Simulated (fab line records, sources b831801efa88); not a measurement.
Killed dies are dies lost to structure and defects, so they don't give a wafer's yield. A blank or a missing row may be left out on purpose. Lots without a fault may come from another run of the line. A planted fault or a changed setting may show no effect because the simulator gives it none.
Which tool did it? | flow gf180mcu | 11 lots, 33 wafers sampled, at 6 steps of a route of 602

WHAT THE GAUGES READ, wafer by wafer
GF_V2_RS_MEAS_24: measures by four-point-probe. Usual: V2_W_RS 0.330 ohm/sq, standard deviation 0.0042.
lot  | measured     | on            | V2_W_RS (ohm/sq)  | flag
L385 | day 20 04:21 | film_metro-01 | 0.331 0.328 0.330 |
L387 | day 21 08:19 | film_metro-01 | 0.337 0.344 0.340 |
L388 | day 21 14:52 | film_metro-01 | 0.333 0.327 0.334 |
L389 | day 22 05:17 | film_metro-01 | 0.327 0.328 0.332 |
L391 | day 23 03:57 | film_metro-01 | 0.323 0.326 0.324 |
L394 | day 24 15:02 | film_metro-03 | 0.328 0.332 0.326 |
L397 | day 25 10:06 | film_metro-03 | 0.332 0.332 0.336 |
L399 | day 26 04:32 | film_metro-03 | 0.327 0.330 0.331 |
L400 | day 26 06:08 | film_metro-03 | 0.321 0.321 0.325 |
L401 | day 26 12:16 | film_metro-03 | 0.328 0.327 0.327 |
L405 | day 27 07:44 | film_metro-04 | 0.337 0.337 0.336 |

GF_V3_THK_MEAS_03. Usual: V3_CVD_02_THK 850 nm, standard deviation 13.
lot  | measured     | on            | V3_CVD_02_THK (nm)      | flag
L385 | day 21 06:02 | film_metro-01 | 855 853 857             |
L387 | day 22 10:07 | film_metro-02 | 833 833 842             |
L388 | day 22 16:01 | film_metro-01 | 856 856 862             |
L389 | day 23 05:34 | film_metro-02 | 850 840 845             |
L391 | day 24 04:49 | film_metro-02 | 835 861 874             |
L394 | day 25 13:50 | film_metro-01 | 851 867 849             |
L397 | day 26 08:52 | film_metro-01 | 848 860 855             |
L399 | day 27 03:10 | film_metro-02 | 863 877 867             |
L400 | day 27 04:32 | film_metro-02 | 838 840 856             |
L401 | day 27 10:42 | film_metro-02 | 832 860 852             |
L405 | day 28 05:36 | film_metro-04 | 831 983 847 831 983 847 |

GF_V3_OVL_MEAS_15. Usual: V3_OVL 0 nm, standard deviation 5.8.
lot  | measured     | on         | V3_OVL (nm) | flag
L385 | day 22 05:40 | overlay-02 | -2 -11 -1   |
L387 | day 23 10:00 | overlay-01 | 9 5 4       |
L388 | day 23 14:54 | overlay-02 | -2 1 -4     |
L389 | day 24 04:36 | overlay-01 | 0 6 -6      |
L391 | day 25 02:45 | overlay-02 | 1 7 6       |
L394 | day 26 11:40 | overlay-01 | 2 1 1       |
L397 | day 27 05:29 | overlay-01 | 0 3 -1      |
L399 | day 27 23:47 | overlay-02 | 10 6 7      |
L400 | day 28 01:02 | overlay-01 | -11 -3 -10  |
L401 | day 28 07:00 | overlay-01 | -1 -4 3     |
L405 | day 29 01:40 | overlay-01 | 9 -2 6      |

WHICH TOOL RAN EACH LOT (tool, then ch and the chambers of the sampled wafers, then the start)
lot  | GF_M3_SPUTTER_00             | GF_V3_CVD_02                    | GF_V3_CMP_04
L385 | pvd_sputter-01, day 20 04:49 | pecvd-04 ch 0,2, day 21 05:57   | cmp-02 ch 0,1,3, day 21 06:11
L387 | pvd_sputter-03, day 21 08:47 | pecvd-03 ch 0,1, day 22 10:01   | cmp-01 ch 0,1,2, day 22 10:10
L388 | pvd_sputter-01, day 21 15:19 | pecvd-04 ch 0,2, day 22 15:56   | cmp-01 ch 0,2,3, day 22 16:10
L389 | pvd_sputter-01, day 22 05:45 | pecvd-02 ch 0,1, day 23 05:29   | cmp-02 ch 1,2, day 23 05:37
L391 | pvd_sputter-01, day 23 04:26 | pecvd-04 ch 0,1, day 24 04:43   | cmp-02 ch 0,1,2, day 24 04:53
L394 | pvd_sputter-01, day 24 15:28 | pecvd-02 ch 0,1, day 25 13:45   | cmp-02 ch 0,1,2, day 25 13:59
L397 | pvd_sputter-01, day 25 10:31 | pecvd-04 ch 0,1,2, day 26 08:49 | cmp-02 ch 1,2, day 26 08:57
L399 | pvd_sputter-01, day 26 04:59 | pecvd-04 ch 0,1,2, day 27 03:05 | cmp-02 ch 0,1,3, day 27 03:19
L400 | pvd_sputter-03, day 26 06:35 | pecvd-03 ch 0,1,2, day 27 04:28 | cmp-02 ch 0,2,3, day 27 04:35
L401 | pvd_sputter-01, day 26 12:44 | pecvd-02 ch 0,2, day 27 10:37   | cmp-02 ch 1,3, day 27 10:47
L405 | pvd_sputter-03, day 27 08:10 | pecvd-03 ch 0,1,2, day 28 05:32 | cmp-02 ch 0,1,3, day 28 11:11
- GF_M3_SPUTTER_00: material Ti, target thk 37.5 nm, time 150 s.
- GF_V3_CVD_02: deposits SiO2 from TEOS, target thk 850 nm, time 94.851 s.
- GF_V3_CMP_04: polishes SiO2.

WHAT THE TOOLS THEMSELVES READ (means of the sampled wafers that have a number; where no wafer has one, the mark that the record gives instead)
GF_M3_SPUTTER_00. Usual: throttle_valve_pct 29.4 %, standard deviation 1.3.
lot  | tool           | throttle_valve_pct (%) | flag
L385 | pvd_sputter-01 | 29.0                   |
L387 | pvd_sputter-03 | 29.6                   |
L388 | pvd_sputter-01 | 29.6                   |
L389 | pvd_sputter-01 | 29.0                   |
L391 | pvd_sputter-01 | 29.9                   |
L394 | pvd_sputter-01 | 29.2                   |
L397 | pvd_sputter-01 | 29.9                   |
L399 | pvd_sputter-01 | 29.1                   |
L400 | pvd_sputter-03 | 29.7                   |
L401 | pvd_sputter-01 | 29.0                   |
L405 | pvd_sputter-03 | 28.7                   |

GF_V3_CVD_02. Usual: heater_power_w 657 W, standard deviation 89; run_length_s 123.0 s, standard deviation 0.57.
lot  | tool     | heater_power_w (W) | run_length_s (s) | flag
L385 | pecvd-04 | 678                | 122.9            |
L387 | pecvd-03 | 790                | 122.5            |
L388 | pecvd-04 | 627                | 123.2            |
L389 | pecvd-02 | 729                | 122.4            |
L391 | pecvd-04 | 519                | 123.3            |
L394 | pecvd-02 | 788                | 122.3            |
L397 | pecvd-04 | 632                | 123.2            |
L399 | pecvd-04 | 600                | 123.0            |
L400 | pecvd-03 | 739                | 122.9            |
L401 | pecvd-02 | 679                | 123.2            |
L405 | pecvd-03 | 701                | 127.6            | OFF

GF_V3_CMP_04. Usual: motor_current_A 12.2 A, standard deviation 1.1; time_to_endpoint_s 79 s, standard deviation 6.3.
lot  | tool   | motor_current_A (A) | time_to_endpoint_s (s) | flag
L385 | cmp-02 | 12.9                | 85                     |
L387 | cmp-01 | 12.1                | 70                     |
L388 | cmp-01 | 11.8                | 76                     |
L389 | cmp-02 | 12.8                | 82                     |
L391 | cmp-02 | 12.8                | 85                     |
L394 | cmp-02 | 13.1                | 79                     |
L397 | cmp-02 | 12.4                | 78                     |
L399 | cmp-02 | 12.8                | 86                     |
L400 | cmp-02 | 12.9                | 75                     |
L401 | cmp-02 | 13.0                | 78                     |
L405 | cmp-02 | 12.7                | 87                     |

THE ANSWER, worked out from the rows above alone
Rule: a lot is off if the mean of its wafers that have a number lies more than 3 standard deviations from the usual mean. A lot without any number at a reading at which 4 lots or more have one is off too. The other lots that the step has rows for count as sound. The gauges are gone through in route order, then the tools' own readings, and for those a lot's mean is taken as printed above. The first step at which some lot is off is used, and at that step the reading that is off furthest; a lot without a number counts as furthest.
Off: L405, at GF_V3_CVD_02 (run_length_s).
A tool fits if, at that step or a process step before it, it ran every lot that is off, and no sound lot after the first of them. Can't be told from this: 2 tools fit, pvd_sputter-03 at GF_M3_SPUTTER_00, pecvd-03 at GF_V3_CVD_02.

WHAT THE SIMULATOR HAD PUT IN
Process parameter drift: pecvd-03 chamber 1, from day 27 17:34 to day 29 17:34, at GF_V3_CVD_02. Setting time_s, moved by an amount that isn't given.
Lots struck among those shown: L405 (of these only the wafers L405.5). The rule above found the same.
